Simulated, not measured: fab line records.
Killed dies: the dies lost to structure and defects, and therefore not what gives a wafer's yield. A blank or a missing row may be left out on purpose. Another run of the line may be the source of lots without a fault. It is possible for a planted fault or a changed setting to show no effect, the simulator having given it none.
A lot that was struck, set against a sound lot | flow sky130 | 17 steps out of a route of 708
Sound: the wafers L152.1, L152.3, L152.5. The struck wafers were L151.1, L151.2, L151.4. At the end, the cause is stated.
Per side, at each step with rows, come the tool, then ch with its chambers, and then its first start. Under that, the readings that differ: sound wafers | struck wafers | difference of the means | sigmas: that difference in standard deviations of wafers without a fault.
alike: same words and numbers on both sides, and readings whose means sit less than 2 such deviations apart. not compared: any withheld reading, any reading some wafer has no value for, any bound like >300 that may hide the same value, and any number with overlapping values for which the record gives no deviation.
Wherever a step has rows on one side only, a row that says differs or no value, or a row with sigmas, the two part there. Numbers that have no deviation but don't overlap get no sigmas and don't part them. Lack of a reading on every wafer of one side parts them only where that side has two or more wafers.

first, 1 step without rows for these wafers: SKY_LDD_N_IMPLANT_15.
SKY_LDD_N_STRIP_16: strips in O2/N2.
  sound on plasma asher-01 ch 0,1, day 23 22:32; struck on plasma asher-02 ch 0,1, day 23 17:32
  alike: drypump motor current A, oes product au, strip time to endpoint s
  not compared: rf hours counter h
SKY_LDD_N_TW_MEAS_17:
  sound: film metro-02 at day 23 22:38; struck: film metro-02 at day 23 17:38
  alike: LDD_N_TW
then, 7 steps without rows for these wafers: SKY_LDD_P_DEHYDRATE_00 (time 60 s); SKY_LDD_P_HMDS_01 (prime time 60 s); SKY_LDD_P_COAT_02 (resist thk 1140 nm); SKY_LDD_P_SOFTBAKE_03 (time 60 s); SKY_LDD_P_EXPOSE_04 (exposes mask PSDM, target cd 380 nm); SKY_LDD_P_PEB_05; SKY_LDD_P_DEVELOP_06 (develop time 60 s).
SKY_LDD_P_CD_MEAS_07: target cd 380 nm.
  sound: cd sem-02 at day 25 04:05; struck: cd sem-01 at day 24 23:26
  alike: cd nm
SKY_LDD_P_OVL_MEAS_08:
  sound: overlay-01 at day 25 04:13; struck: overlay-02 at day 24 23:34
  alike: LDD_P_OVL
SKY_LDD_P_IMPLANT_09:
  sound on implanter-01 ch 0, day 25 04:14; struck on implanter-04 ch 0, day 24 23:35
  reading            | sound                            | struck                        | difference | sigmas
  dose ions cm2      | 1.0007e+13 1.0005e+13 1.0011e+13 | 7.846e+12 7.819e+12 7.823e+12 | -2.178e+12 | -99 or more
  faraday current uA | 56.7 56.7 56.5                   | 43.4 44.1 44.3                | -12.7      | -12
SKY_LDD_P_STRIP_10: strips in O2/N2.
  sound on plasma asher-01 ch 0,1, day 25 04:23; struck on plasma asher-03 ch 0,1, day 24 23:44
  reading                      | sound             | struck            | difference | sigmas
  strip time to endpoint s (s) | 14.11 14.14 14.14 | 14.27 14.31 14.27 | +0.15      | +3
  alike: drypump motor current A, oes product au
  not compared: rf hours counter h
SKY_LDD_P_TW_MEAS_11:
  sound: film metro-03 at day 25 04:29; struck: film metro-01 at day 24 23:50
  reading  | sound       | struck      | difference | sigmas
  LDD_P_TW | 632 631 634 | 590 586 586 | -45        | -13
then, 1 step without rows for these wafers: SKY_LDD_HVN_DEHYDRATE_00 (time 60 s).
-- the record jumps here: 25 days lie between the struck wafers' starts before and after (it left off in module LDD_HVN and takes up again in module PAD_OPEN, whose first step shown is number 708 of the route) --
SKY_PAD_OPEN_PROBE_99:
  sound: prober-01 at day 49 14:19; struck: prober-02 at day 49 11:55
  reading                           | sound           | struck            | difference | sigmas
  model.etest.tip p.rs ohm sq       | 6959 7001 7023  | 8437 8397 8389    | +1413      |
  model.etest.tip p.rs ohm sq range | 204.6 146 170.5 | 282.9 253.2 267.5 | +94.2      |
  alike: killed_at_M0_to_M3, killed_at_M4_up, killed at contacts, killed at front end, killed at other, killed dies, killed open, killed short

== WHERE THEY PART ==
Earliest at SKY_LDD_P_IMPLANT_09; latest, in this record, at SKY_LDD_P_TW_MEAS_11. Later steps at which nothing parts them and some readings are alike: SKY_PAD_OPEN_PROBE_99.

WHY: whatever the simulator had introduced
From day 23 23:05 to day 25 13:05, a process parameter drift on implanter-04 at SKY_LDD_P_IMPLANT_09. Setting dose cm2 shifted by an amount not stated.
